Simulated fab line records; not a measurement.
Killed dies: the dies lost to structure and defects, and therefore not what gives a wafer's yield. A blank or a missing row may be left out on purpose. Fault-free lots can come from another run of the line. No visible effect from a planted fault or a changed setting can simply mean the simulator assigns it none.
Split-lot trial ; flow sfq line ; 5 lots, 23 wafers read, on a route of 325 steps

== THE SPLIT ==
At SFQ_TRILAYER_I7_VIA_LITHO_EXPOSE_188 (exposes mask I7, target cd 1000 nm), the setting dose mj was moved away from the recipe's 21.3 on 9 of the 23 wafers read, by -6.7% to +5.2%. For the rest of the wafers, this setting stayed at what the recipe calls for.

== FROM THE SPLIT TO THE READING: what the file shows between them, 3 steps ==
- SFQ_TRILAYER_I7_VIA_LITHO_PEB_190: peb time 60 s
- SFQ_TRILAYER_I7_VIA_LITHO_DEVELOP_189: time 60 s
- SFQ_TRILAYER_I7_VIA_BARC_OPEN_VIA_ETCH_260: etches BARC in O2, target depth 125 nm, time 41.7 s

== THE READING ==
I7.cd nm (the simulator's own value, which no gauge read), in nm, at SFQ_TRILAYER_I7_VIA_ETCH_VIA_ETCH_190 (etches SiO2 in CHF3, stops on Nb, target depth 260 nm). No usual value for it is given in the file. Across the 14 wafers here that went through the recipe, the average is 981.8 nm and the standard deviation 2.4 nm.

wafer;tool, chamber at the split;dose mj as run;against the recipe;I7.cd nm, nm;against lot-mates on the recipe
L074.1;krf scanner-02, 0;22.4;+5.2%;992.3;+7.9
L074.2;krf scanner-02, 0;21.3;recipe;985.7;-
L074.3;krf scanner-02, 0;21.3;recipe;984.7;-
L074.4;krf scanner-02, 0;22.4;+5.2%;990.6;+6.2
L074.5;krf scanner-02, 0;21.3;recipe;982.9;-
L077.1;krf scanner-02, 0;21.3;recipe;978;-
L077.4;krf scanner-02, 0;21.3;recipe;979.2;-
L077.5;krf scanner-02, 0;21.3;recipe;979.9;-
L082.1;krf scanner-01, 0;19.87;-6.7%;971.2;-11.3
L082.2;krf scanner-01, 0;21.3;recipe;981.6;-
L082.3;krf scanner-01, 0;21.3;recipe;981.9;-
L082.4;krf scanner-01, 0;21.3;recipe;984;-
L082.5;krf scanner-01, 0;19.87;-6.7%;971.1;-11.4
L084.1;krf scanner-02, 0;21.3;recipe;981.4;-
L084.3;krf scanner-02, 0;20.38;-4.3%;969.7;-10.1
L084.4;krf scanner-02, 0;20.38;-4.3%;970.9;-8.9
L084.5;krf scanner-02, 0;21.3;recipe;979;-
L084.6;krf scanner-02, 0;21.3;recipe;979.1;-
L085.1;krf scanner-02, 0;20.22;-5.1%;973.4;-10.4
L085.2;krf scanner-02, 0;21.3;recipe;983.8;-
L085.6;krf scanner-02, 0;21.3;recipe;983.8;-
L085.3;krf scanner-02, 0;20.22;-5.1%;974.8;-9.0
L085.4;krf scanner-02, 0;20.22;-5.1%;974.5;-9.3

THE FIT
A straight line over all 23 wafers: I7.cd nm changes by +1.77 nm for each +1% of dose mj; r = +0.92; the points scatter about the line by 2.4 nm.
The same after taking each lot's own level away (the mean of its wafers on the recipe; 23 wafers): +1.71 nm for each +1%; r = +0.98; scatter 1.2 nm.
Per that fit: largest dose mj move, reading shift of 11 nm.
Across the lots, their own levels run from 979.03 to 984.43 nm, a range of 2.3 times the standard deviation given above.
Hence the lot-to-lot level has little effect on the slope; both slopes agree.
Check: with one of the wafers moved furthest among these (-6.7%) left out of the fit, the line predicts -12.1 nm for it against its lot-mates. It came out at -11.3 nm against them.

== THE OTHER SPLITS THESE WAFERS WENT THROUGH ==
Before the reading, these wafers also passed through other splits. Each is held against what the fit with the lots' levels taken away leaves over:
other split on the same wafers;wafers away from the commonest value;r with I7.cd nm (lot level and that fit taken away)
SFQ_TRILAYER_C5_LITHO_PEB_154 peb temp c;7;+0.28
SFQ_TRILAYER_M6_LITHO_COAT_164 resist thk nm;11;+0.22
SFQ_TRILAYER_I6_DEP_PECVD_165 time s;8;+0.04
SFQ_TRILAYER_I6_VIA_BARC_OPEN_VIA_ETCH_235 time s;5;+0.09
SFQ_TRILAYER_M7_LITHO_COAT_177 spin rpm;8;-0.16
SFQ_TRILAYER_M7_ETCH_METAL_ETCH_180 time s;6;+0.07
SFQ_TRILAYER_I7_VIA_LITHO_COAT_187 resist thk nm;10;-0.22

== THE WHOLE CHAIN: every reading that the file lists as answering this split, in the file's order ==
step;what it does;reading;change (the file's fit);r (the file's)
SFQ_TRILAYER_I7_VIA_BARC_OPEN_VIA_ETCH_260;etches BARC in O2, target depth 125 nm, time 41.7 s;I7.cd nm (the simulator's own value, which no gauge read);+1.76 nm for each +1% of the setting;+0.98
SFQ_TRILAYER_I7_VIA_ETCH_VIA_ETCH_190;etches SiO2 in CHF3, stops on Nb, target depth 260 nm;I7.cd nm (the simulator's own value, which no gauge read);+1.74 nm for each +1% of the setting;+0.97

== FILE'S OWN FIT ==
I7.cd nm changes by +1.74 nm for each +1% of dose mj, r = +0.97.
